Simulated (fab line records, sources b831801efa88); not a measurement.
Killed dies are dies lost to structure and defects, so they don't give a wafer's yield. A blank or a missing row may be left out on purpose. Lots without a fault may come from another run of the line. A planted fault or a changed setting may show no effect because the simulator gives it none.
Which tool did it? | flow sky130 | 7 lots, 21 wafers sampled, at 3 steps of a route of 708

WHAT THE GAUGES READ, wafer by wafer
SKY_GATE_OXIDE_OVL_MEAS_10.
lot  | measured     | on         | GATE_OXIDE_OVL (nm)
L519 | day 13 22:33 | overlay-02 | -1.6 -0.7 -2.4
L523 | day 16 09:43 | overlay-02 | -3.5 -3.7 -2.1
L526 | day 16 17:24 | overlay-01 | 0.5 0.9 -0.4
L530 | day 18 06:35 | overlay-02 | -2.1 -2.7 -2.7
L532 | day 18 20:40 | overlay-01 | -0.5 0.0 -0.1
L539 | day 21 01:32 | overlay-02 | - - -
L541 | day 22 04:34 | overlay-02 | -2.2 -3.1 -2.6

WHICH TOOL RAN EACH LOT (tool, then ch and the chambers of the sampled wafers, then the start)
lot  | SKY_NWELL_STRIP_25                   | SKY_GATE_OXIDE_DEVELOP_09
L519 | plasma_asher-03 ch 0,1, day 5 10:36  | litho_track-01 ch 0, day 13 22:25
L523 | plasma_asher-04 ch 0,1, day 7 01:42  | litho_track-02 ch 0, day 16 09:35
L526 | plasma_asher-02 ch 0,1, day 7 10:17  | litho_track-04 ch 0, day 16 17:16
L530 | plasma_asher-02 ch 0, day 8 12:18    | litho_track-04 ch 0, day 18 06:26
L532 | plasma_asher-03 ch 0,1, day 8 22:35  | litho_track-02 ch 0, day 18 20:32
L539 | plasma_asher-04 ch 0,1, day 10 14:08 | litho_track-01, day 21 01:23
L541 | plasma_asher-03 ch 0,1, day 11 08:42 | litho_track-02 ch 0, day 22 04:25
- SKY_NWELL_STRIP_25: strips in O2/N2.
- SKY_GATE_OXIDE_DEVELOP_09: develop time 60 s.

THE ANSWER, worked out from the rows above alone
Rule: what is usual is taken from the lots themselves. Put in order of their means at a reading, lots are off if they are a third of the lots or fewer, leave a main group of 4 or more, and stand apart from it by a gap of 3 or more times the standard deviation of the main group's means; of several such gaps the widest counts. A main group whose means are all the same, to the digits that the tables above print for the reading, isn't used. A lot without any number at a reading at which 4 lots or more have one is off too. The other lots that the step has rows for count as sound.
Off: L539, at SKY_GATE_OXIDE_OVL_MEAS_10 (GATE_OXIDE_OVL). Without a number there: L539. The main group: mean -1.6 nm, standard deviation 1.3.
A tool fits if, at a process step before that reading, it ran every lot that is off, and no sound lot after the first of them. The gauges at SKY_GATE_OXIDE_OVL_MEAS_10 are tried like those tools. Can't be told from this: 2 tools fit, plasma_asher-04 at SKY_NWELL_STRIP_25, litho_track-01 at SKY_GATE_OXIDE_DEVELOP_09.

WHAT THE SIMULATOR HAD PUT IN
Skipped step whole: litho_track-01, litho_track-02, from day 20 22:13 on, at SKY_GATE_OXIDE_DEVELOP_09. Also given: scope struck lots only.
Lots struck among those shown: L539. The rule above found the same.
